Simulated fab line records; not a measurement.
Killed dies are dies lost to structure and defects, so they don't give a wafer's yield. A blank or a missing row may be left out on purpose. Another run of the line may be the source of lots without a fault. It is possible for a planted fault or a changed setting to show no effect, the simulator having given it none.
fab line records	flow sky130
record lots=6	wafers=18	last-day=50
route steps=708 shown METAL4@634 VIA4@639 PAD_OPEN@708
lots untouched by any fault: they come from a run of this same line in which no faults occurred
start-h: hours from the record's first day to the start of the lot's first wafer shown	wait-h: hours elapsed since this lot's preceding step	" identical to the entry in the row above	L1.1+2: a single row standing in for several wafers	- value missing, or start not given	* or withheld: withheld	< > ~ a bound
route shown NAME@n: a module of which the file shows steps, and the number in the route of the first	usual: mean/standard deviation taken from wafers without a fault	same: alike in all rows	chamber/n: place in a boat	sites: the reading at each site	_std_site: standard deviation across them	_edge_site: outer sites' mean less inner sites'	radius-mm: for every site, how far away it sits from the centre of the wafer	mask NAME#n: copy n	behind: the tool/chamber that last shaped the wafer	hold: why the lot was held/for how many hours/how that ended	device: which transistor (n, p or np) failed to switch	end of line: tests run on the same wafers once the route is complete	a step with no rows: only its recipe	killed: not the wafer's yield, but the dies lost to structure and defects at the first sort	map: per-die view of a wafer (x killed, . not killed, _ where there is no die)
set.NAME: setting as actually run; set.NAME@STEP: the setting as run at that earlier step	model.NAME: the simulator's own value behind a step, which no gauge read
certain route steps with their lots: each step a table, each wafer a row
services: a tool's chamber out of use, with start hour (start-h, from the record's first day; less than 0 if before it), hours out, and reason
## steps
# step SKY_METAL4_METAL_ETCH_18
# recipe target-depth-a=8450	stop-on=SiO2	over-etch-frac=0.3	time-s=183.1	chemistry=Cl2/BCl3	resist-sidewall-deg=88	pressure-mtorr=10	icp-w=900	bias-w=48.5	Cl2_flow_sccm=60	bcl3-flow-sccm=30
# usual bias-w=48.51/0.16	chamber-pressure-mTorr=9.999/0.0083	drypump-motor-current-A=5.5/0.37	oes-product-au=0.865/0.0055	throttle-valve-pct=22.264/0.0092
lot.wafer	tool	chamber	start-h	wait-h	bias-w	chamber-pressure-mTorr	drypump-motor-current-A	oes-product-au	rf-hours-counter-h	throttle-valve-pct
L987.2	rie-metal-01	0	978.00	0.0	48.81	10.000	5.6	0.861	14	22.261
L987.3	"	1	"	"	48.44	9.999	5.4	0.877	-	22.265
L987.5	"	1	"	"	48.43	10.006	5.4	0.863	-	22.263
L997.3	rie-metal-03	0	1046.04	0.1	48.56	10.001	5.0	0.859	-	22.264
L997.5	"	0	"	"	48.51	10.000	5.0	0.863	-	22.273
L997.6	"	1	"	"	48.38	10.006	6.2	0.865	-	22.267
L998.1	rie-metal-04	0	1051.05	0.0	48.34	10.001	5.7	0.857	10	22.272
L998.2	"	1	"	"	48.40	10.013	5.7	0.863	2	22.273
L998.6	"	0	"	"	48.35	9.987	5.7	0.861	-	22.275
L106.2	rie-metal-04	1	1095.73	0.0	48.58	10.012	5.7	0.870	5	22.264
L106.5	"	1	"	"	48.62	9.982	5.7	0.864	-	22.258
L106.6	"	0	"	"	48.68	10.007	5.7	0.866	-	22.267
L107.3	rie-metal-01	1	1105.24	0.1	48.38	10.011	5.4	0.871	-	22.263
L107.5	"	1	"	"	48.44	9.990	5.4	0.867	-	22.274
L107.6	"	0	"	"	48.24	9.993	5.6	0.875	-	22.269
L110.1	rie-metal-03	1	1123.93	0.0	48.34	9.995	6.1	0.866	4	22.256
L110.3	"	0	"	"	48.74	9.994	5.0	0.872	-	22.257
L110.6	"	1	"	"	48.41	10.002	6.1	0.871	-	22.277
# step SKY_METAL4_STRIP_19
# recipe chemistry=O2/N2	power-w=1400	pressure-mtorr=1500	platen-temp-c=withheld	o2-flow-sccm=3000	n2-flow-sccm=300	overash-fraction=0.5
# usual chamber-pressure-mTorr=1500.0/1.4	drypump-motor-current-A=5.59/0.21	oes-product-au=0.502/0.007	strip-time-to-endpoint-s=6.54/0.13
lot.wafer	tool	chamber	start-h	wait-h	chamber-pressure-mTorr	drypump-motor-current-A	oes-product-au	rf-hours-counter-h	strip-time-to-endpoint-s
L987.2	plasma-asher-01	1	978.17	0.1	1501.0	5.96	0.491	23	6.45
L987.3	"	1	"	"	1501.4	5.98	0.505	-	6.68
L987.5	"	1	"	"	1498.4	5.93	0.509	-	6.66
L997.3	plasma-asher-01	0	1046.19	0.1	1501.6	5.47	0.510	-	6.71
L997.5	"	0	"	"	1498.5	5.46	0.506	-	6.59
L997.6	"	1	"	"	1499.6	5.94	0.498	-	6.36
L998.1	plasma-asher-04	0	1051.23	0.1	1499.7	5.68	0.495	92	6.43
L998.2	"	1	"	"	1499.6	5.46	0.504	92	6.56
L998.6	"	0	"	"	1500.0	5.66	0.495	-	6.47
L106.2	plasma-asher-01	1	1095.91	0.1	1501.2	5.98	0.503	36	6.56
L106.5	"	1	"	"	1502.5	5.97	0.505	-	6.56
L106.6	"	0	"	"	1501.2	5.46	0.491	-	6.38
L107.3	plasma-asher-01	1	1105.39	0.1	1499.4	5.98	0.510	-	6.74
L107.5	"	0	"	"	1498.6	5.45	0.507	-	6.74
L107.6	"	1	"	"	1499.3	5.96	0.496	-	6.53
L110.1	plasma-asher-01	0	1124.11	0.1	1498.4	5.46	0.499	38	6.40
L110.3	"	1	"	"	1501.1	5.94	0.504	-	6.47
L110.6	"	0	"	"	1499.1	5.46	0.492	-	6.33
# step SKY_METAL4_STRIP_20
# recipe chemistry=post-etch-residue-remover	time-s=1200	temp-c=72.5
# step SKY_METAL4_CLEAN_21
# recipe chemistry=IPA	time-s=180	temp-c=25
# step SKY_METAL4_CLEAN_22
# recipe chemistry=O3/DIW	dry=n2-spin
# step SKY_VIA4_HDPCVD_00
# recipe material=SiO2	target-thk-nm=1750	sigma-open-frac=0.3	time-s=291.7	temp-c=400	sih4-flow-sccm=60	pressure-mtorr=6
# step SKY_VIA4_THK_MEAS_01
# recipe reads=SiO2_of_VIA4_HDPCVD_00
# usual VIA4_HDPCVD_THK=1758/16
lot.wafer	tool	chamber	start-h	wait-h	VIA4_HDPCVD_THK[nm]
L987.2	film-metro-01	-	978.96	0.1	1751
L987.3	"	-	"	"	1743
L987.5	"	-	"	"	1736
L997.3	film-metro-01	-	1046.94	0.1	1750
L997.5	"	-	"	"	1758
L997.6	"	-	"	"	1781
L998.1	film-metro-02	-	1052.00	0.1	1734
L998.2	"	-	"	"	1746
L998.6	"	-	"	"	1752
L106.2	film-metro-02	-	1097.04	0.1	1778
L106.5	"	-	"	"	1775
L106.6	"	-	"	"	1764
L107.3	film-metro-02	-	1106.15	0.1	1741
L107.5	"	-	"	"	1769
L107.6	"	-	"	"	1756
L110.1	film-metro-03	-	1124.88	0.1	1776
L110.3	"	-	"	"	1755
L110.6	"	-	"	"	1767
# step SKY_VIA4_CMP_02
# recipe material=SiO2	down-force-psi=4	platen-rpm=60	pad-velocity-m-s=0.94248
# usual head-pressure-psi=4.001/0.0083	motor-current-A=12.5/1.4
lot.wafer	tool	chamber	start-h	wait-h	head-pressure-psi	motor-current-A
L987.3	cmp-01	1	979.06	0.1	4.002	12.8
L987.2	"	2	"	"	4.000	10.8
L987.5	"	0	"	"	4.004	12.3
L997.3	cmp-02	0	1047.13	0.2	4.007	12.5
L997.5	"	1	"	"	3.985	11.9
L997.6	"	2	"	"	4.004	13.0
L998.1	cmp-02	2	1052.16	0.1	3.987	13.8
L998.2	"	3	"	"	3.999	16.2
L998.6	"	0	"	"	4.001	13.5
L106.2	cmp-02	1	1097.09	0.0	4.009	12.0
L106.6	"	1	"	"	3.993	11.5
L106.5	"	2	"	"	3.992	13.6
L107.3	cmp-02	1	1106.19	0.0	3.990	11.6
L107.5	"	1	"	"	3.992	12.5
L107.6	"	2	"	"	3.997	13.5
L110.1	cmp-01	1	1124.94	0.1	4.001	11.3
L110.3	"	0	"	"	4.006	11.2
L110.6	"	2	"	"	3.998	10.7
# step SKY_VIA4_BOW_MEAS_03
# recipe mode=bow
# usual VIA4_BOW=79/9.1
lot.wafer	tool	chamber	start-h	wait-h	VIA4_BOW[um]
L987.2	film-metro-01	-	979.33	0.2	93
L987.3	"	-	"	"	100
L987.5	"	-	"	"	77
L997.3	film-metro-03	-	1047.32	0.1	105
L997.5	"	-	"	"	85
L997.6	"	-	"	"	92
L998.1	film-metro-03	-	1052.36	0.1	95
L998.2	"	-	"	"	88
L998.6	"	-	"	"	97
L106.2	film-metro-01	-	1097.41	0.3	80
L106.5	"	-	"	"	100
L106.6	"	-	"	"	91
L107.3	film-metro-02	-	1106.53	0.3	63
L107.5	"	-	"	"	65
L107.6	"	-	"	"	72
L110.1	film-metro-02	-	1125.24	0.2	70
L110.3	"	-	"	"	83
L110.6	"	-	"	"	76
# step SKY_VIA4_DEHYDRATE_04
# recipe temp-c=200	time-s=60
# step SKY_VIA4_HMDS_05
# recipe prime-time-s=60	prime-temp-c=120
# step SKY_VIA4_COAT_06
# recipe resist=NOVOLAK	spin-rpm=3000	resist-thk-nm=1140
# step SKY_VIA4_SOFTBAKE_07
# recipe temp-c=90	time-s=60	resist=NOVOLAK
# usual chill-plate-temp-C=22.98/0.11	heater-power-total-W=56.59/0.047	run-length-s=89.14/0.27
lot.wafer	tool	chamber	start-h	wait-h	chill-plate-temp-C	heater-power-total-W	run-length-s
L987.2	litho-track-01	0	991.06	0.1	22.94	56.66	89.22
L987.3	"	0	"	"	22.86	56.65	89.25
L987.5	"	0	"	"	22.89	56.57	89.13
L997.3	litho-track-01	0	1057.59	0.1	23.10	58.11	85.17
L997.5	"	0	"	"	22.80	58.00	85.22
L997.6	"	0	"	"	22.81	58.13	85.21
L998.1	litho-track-01	0	1064.09	0.1	22.92	58.12	85.05
L998.2	"	0	"	"	22.86	58.01	85.10
L998.6	"	0	"	"	22.78	58.02	85.28
L106.2	litho-track-03	0	1107.82	0.1	22.82	56.55	89.36
L106.5	"	0	"	"	23.10	56.65	89.30
L106.6	"	0	"	"	22.99	56.58	89.37
L107.3	litho-track-04	0	1116.12	0.1	22.88	56.67	88.67
L107.5	"	0	"	"	22.99	56.52	88.74
L107.6	"	0	"	"	22.97	56.60	88.72
L110.1	litho-track-01	0	1134.84	0.1	22.68	56.64	89.39
L110.3	"	0	"	"	22.85	56.69	89.23
L110.6	"	0	"	"	22.93	56.61	89.42
# step SKY_VIA4_EXPOSE_08
# recipe mask-id=VIM4	na=0.6	source-shape=conventional	sigma-outer=0.6	polarization=unpolarized	target-cd-nm=800	dose-mj=132
# step SKY_PAD_OPEN_PROBE_99
# usual defect-limited-yield=81.9/2	killed_at_M0_to_M3=43/6.5	killed_at_M4_up=3.2/1.8	killed-at-contacts=26/5.2	killed-at-front-end=16/4.8	killed-at-other=0.3/0.6	killed-dies=89/9.6	killed-open=48/7.1	killed-short=40/6.4	sort_bin_3_pad_short=0.9/0.37	sort_bin_5_function=10.7/1.4	sort_bin_6_memory=6.5/1.2	sort-n-pass=403/9.6	sort-yield-pct=81.9/2
# same gross-dies=492	killed-at-back-side=0	sort_bin_4_leakage[%]=0	sort_bin_8_speed[%]=0
lot.wafer	tool	chamber	start-h	wait-h	defect-limited-yield[%]	killed_at_M0_to_M3	killed_at_M4_up	killed-at-contacts	killed-at-front-end	killed-at-other	killed-dies	killed-open	killed-short	sort_bin_3_pad_short[%]	sort_bin_5_function[%]	sort_bin_6_memory[%]	sort-n-pass	sort-yield-pct[%]
L987.2	prober-02	-	1074.58	0.1	83.5	38	0	32	11	0	81	41	40	0.6	9.6	6.3	411	83.5
L987.3	prober-02	-	1074.63	0.2	84.3	36	1	26	14	0	77	41	36	0.8	9.3	5.5	415	84.3
L987.5	prober-02	-	1074.73	0.2	83.5	44	4	19	14	0	81	44	37	0.8	10.2	5.5	411	83.5
L997.3	prober-01	-	1134.54	0.2	81.5	45	10	21	15	0	91	53	38	0.8	11.4	6.3	401	81.5
L997.5	prober-01	-	1134.64	0.2	82.9	49	4	18	12	1	84	47	37	0.6	11.4	5.1	408	82.9
L997.6	prober-01	-	1134.69	0.2	84.1	30	3	26	18	1	78	41	37	0.6	9.6	5.7	414	84.1
L998.1	prober-02	-	1138.91	0.1	81.9	37	4	28	19	1	89	51	38	1.0	10.2	6.9	403	81.9
L998.2	prober-02	-	1138.96	0.1	79.7	43	2	33	22	0	100	55	44	0.6	11.6	8.1	392	79.7
L998.6	prober-02	-	1139.16	0.2	80.1	47	7	28	16	0	98	52	46	1.2	10.6	8.1	394	80.1
L106.2	prober-02	-	1177.21	0.1	82.3	39	4	30	14	0	87	43	43	0.4	10.6	6.7	405	82.3
L106.5	prober-02	-	1177.36	0.2	77.4	52	4	32	23	0	111	62	48	1.2	12.2	9.1	381	77.4
L106.6	prober-02	-	1177.41	0.2	80.3	44	1	28	24	0	97	53	44	0.8	11.2	7.7	395	80.3
L107.3	prober-01	-	1183.06	0.2	77.8	52	2	31	24	0	109	66	43	0.4	10.8	11.0	383	77.8
L107.5	prober-01	-	1183.16	0.2	80.5	45	5	29	17	0	96	52	44	0.6	11.8	7.1	396	80.5
L107.6	prober-01	-	1183.21	0.2	81.1	46	2	27	18	0	93	48	45	1.4	12.2	5.3	399	81.1
L110.1	prober-02	-	1199.03	0.1	79.5	37	1	41	21	1	101	61	40	0.6	11.4	8.5	391	79.5
L110.3	prober-02	-	1199.13	0.2	80.5	50	0	33	13	0	96	51	45	1.4	11.8	6.3	396	80.5
L110.6	prober-02	-	1199.28	0.2	82.3	44	2	25	16	0	87	41	46	2.0	10.0	5.7	405	82.3
# killed by level:class
L987.2 LI_CONTACT:geometric-particle:open=12 CONTACT:geometric-particle:open=9 METAL1:geometric-particle:short=8 METAL2:geometric-particle:short=7 CONTACT:geometric-particle:short=5 VIA3:geometric-particle:open=5 FIELD_ISO:geometric-particle:short=4 VIA2:geometric-particle:open=4
L987.3 VIA3:geometric-particle:open=8 CONTACT:geometric-particle:short=8 CONTACT:geometric-particle:open=7 VIA2:geometric-particle:open=7 FIELD_ISO:geometric-particle:short=6 LI_CONTACT:geometric-particle:open=6 FIELD_ISO:geometric-particle:open=5 METAL1:geometric-particle:short=5
L987.5 VIA1:geometric-particle:open=10 VIA2:geometric-particle:open=10 CONTACT:geometric-particle:open=6 VIA3:geometric-particle:open=6 POLY_GATE:geometric-particle:short=5 CONTACT:geometric-particle:short=5 FIELD_ISO:geometric-particle:open=4 FIELD_ISO:geometric-particle:short=4
L997.3 VIA2:geometric-particle:open=12 VIA1:geometric-particle:open=10 METAL4:geometric-particle:short=7 LI_CONTACT:geometric-particle:open=5 LOCAL_INTERCONNECT:geometric-particle:short=5 CONTACT:geometric-particle:open=5 FIELD_ISO:geometric-particle:open=4 POLY_GATE:geometric-particle:short=4
L997.5 CONTACT:geometric-particle:open=10 VIA1:geometric-particle:open=9 VIA3:geometric-particle:open=7 VIA3:geometric-particle:short=6 METAL2:geometric-particle:short=5 METAL1:geometric-particle:short=5 VIA1:geometric-particle:short=5 LI_CONTACT:geometric-particle:open=4
L997.6 CONTACT:geometric-particle:open=8 LI_CONTACT:geometric-particle:open=7 VIA2:geometric-particle:open=7 POLY_GATE:geometric-particle:open=5 CONTACT:geometric-particle:short=5 METAL1:geometric-particle:short=4 LI_CONTACT:geometric-particle:short=4 VIA1:geometric-particle:open=4
L998.1 VIA1:geometric-particle:open=12 CONTACT:geometric-particle:open=11 FIELD_ISO:geometric-particle:short=8 VIA3:geometric-particle:open=6 FIELD_ISO:geometric-particle:open=5 LI_CONTACT:geometric-particle:open=5 LI_CONTACT:geometric-particle:short=4 LOCAL_INTERCONNECT:geometric-particle:short=4
L998.2 CONTACT:geometric-particle:open=14 VIA1:geometric-particle:open=10 METAL2:geometric-particle:short=10 CONTACT:geometric-particle:short=8 FIELD_ISO:geometric-particle:open=7 LI_CONTACT:geometric-particle:open=6 POLY_GATE:geometric-particle:open=5 VIA1:geometric-particle:short=5
L998.6 LI_CONTACT:geometric-particle:open=11 VIA1:geometric-particle:open=9 FIELD_ISO:geometric-particle:short=7 CONTACT:geometric-particle:short=7 METAL4:geometric-particle:short=7 VIA3:geometric-particle:open=7 METAL1:geometric-particle:short=6 FIELD_ISO:geometric-particle:open=5
L106.2 VIA1:geometric-particle:open=13 CONTACT:geometric-particle:open=8 VIA3:geometric-particle:short=7 LOCAL_INTERCONNECT:geometric-particle:short=6 LI_CONTACT:geometric-particle:short=5 CONTACT:geometric-particle:short=5 METAL1:geometric-particle:short=5 VIA2:geometric-particle:open=4
L106.5 CONTACT:geometric-particle:open=11 LI_CONTACT:geometric-particle:open=10 VIA2:geometric-particle:open=10 VIA1:geometric-particle:open=9 VIA3:geometric-particle:open=7 FIELD_ISO:geometric-particle:short=6 POLY_GATE:geometric-particle:open=6 METAL1:geometric-particle:short=6
L106.6 VIA1:geometric-particle:open=11 FIELD_ISO:geometric-particle:open=11 METAL2:geometric-particle:short=9 VIA3:geometric-particle:open=8 CONTACT:geometric-particle:short=7 LI_CONTACT:geometric-particle:open=6 LOCAL_INTERCONNECT:geometric-particle:short=6 FIELD_ISO:geometric-particle:short=5
L107.3 CONTACT:geometric-particle:open=16 VIA1:geometric-particle:open=12 VIA2:geometric-particle:open=10 FIELD_ISO:geometric-particle:open=8 LI_CONTACT:geometric-particle:open=6 VIA1:geometric-particle:short=6 VIA2:geometric-particle:short=6 POLY_GATE:geometric-particle:open=5
L107.5 LI_CONTACT:geometric-particle:open=9 METAL1:geometric-particle:short=9 VIA3:geometric-particle:open=8 CONTACT:geometric-particle:open=7 VIA1:geometric-particle:open=7 FIELD_ISO:geometric-particle:open=6 LOCAL_INTERCONNECT:geometric-particle:short=5 FIELD_ISO:geometric-particle:short=4
L107.6 CONTACT:geometric-particle:open=10 VIA1:geometric-particle:open=8 METAL1:geometric-particle:short=6 METAL3:geometric-particle:short=6 FIELD_ISO:geometric-particle:short=5 CONTACT:geometric-particle:short=5 VIA2:geometric-particle:open=5 LI_CONTACT:geometric-particle:open=4
L110.1 CONTACT:geometric-particle:open=15 VIA1:geometric-particle:open=11 FIELD_ISO:geometric-particle:short=8 LOCAL_INTERCONNECT:geometric-particle:short=8 LI_CONTACT:geometric-particle:open=8 CONTACT:geometric-particle:short=7 VIA2:geometric-particle:open=7 VIA3:geometric-particle:open=7
L110.3 LI_CONTACT:geometric-particle:open=11 CONTACT:geometric-particle:open=10 VIA2:geometric-particle:open=9 VIA1:geometric-particle:open=7 METAL2:geometric-particle:short=7 VIA3:geometric-particle:short=6 METAL3:geometric-particle:short=5 CONTACT:geometric-particle:short=4
L110.6 VIA1:geometric-particle:short=10 LI_CONTACT:geometric-particle:open=9 LOCAL_INTERCONNECT:geometric-particle:short=6 METAL1:geometric-particle:short=6 METAL2:geometric-particle:short=6 VIA2:geometric-particle:open=6 POLY_GATE:geometric-particle:open=5 VIA1:geometric-particle:open=5
## services
tool	chamber	start-h	hours	kind
cmp-01	-	966.31	6.5	pm
cmp-02	-	973.02	6.3	pm
rie-metal-04	1	994.35	-	clean
rie-metal-04	1	994.35	27.3	scheduled-down
rie-metal-04	1	994.35	27.3	vent-cycle
rie-metal-04	-	998.82	0.6	repair
cmp-01	-	999.58	1.9	repair
cmp-02	-	1006.54	0.9	repair
cmp-01	-	1014.91	2.5	repair
cmp-01	-	1023.99	0.9	repair
plasma-asher-04	-	1051.77	4.3	repair
rie-metal-04	-	1053.88	0.9	repair
rie-metal-03	1	1057.75	-	clean
rie-metal-03	1	1057.75	20.1	scheduled-down
rie-metal-03	1	1057.75	20.1	vent-cycle
cmp-01	-	1084.00	4.0	pm
cmp-01	-	1088.00	-	consumable-replace:conditioner
cmp-01	-	1088.00	-	consumable-replace:pad
rie-metal-04	0	1096.18	17.8	repair
cmp-01	-	1107.15	3.6	repair
cmp-01	-	1110.61	1.3	repair
cmp-02	-	1131.20	0.8	repair
## key
first-sign step=SKY_VIA4_SOFTBAKE_07	reading=heater-power-total-W	direction=up	sigmas=31	usual=*	struck=*
effect step=SKY_VIA4_SOFTBAKE_07	reading=run-length-s	direction=down	sigmas=15	usual=*	struck=*
met-at SKY_VIA4_SOFTBAKE_07
struck-wafers L997.3,L997.5,L997.6,L998.1,L998.2,L998.6
onset-between 991.06 1057.59
fault kind=process-parameter-drift	tool=litho-track-01	chamber=-	onset-h=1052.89	steps=SKY_VIA4_SOFTBAKE_07	channel=time-s	offset=*	shape=step	end-h=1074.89	acts-in=*	stated=*
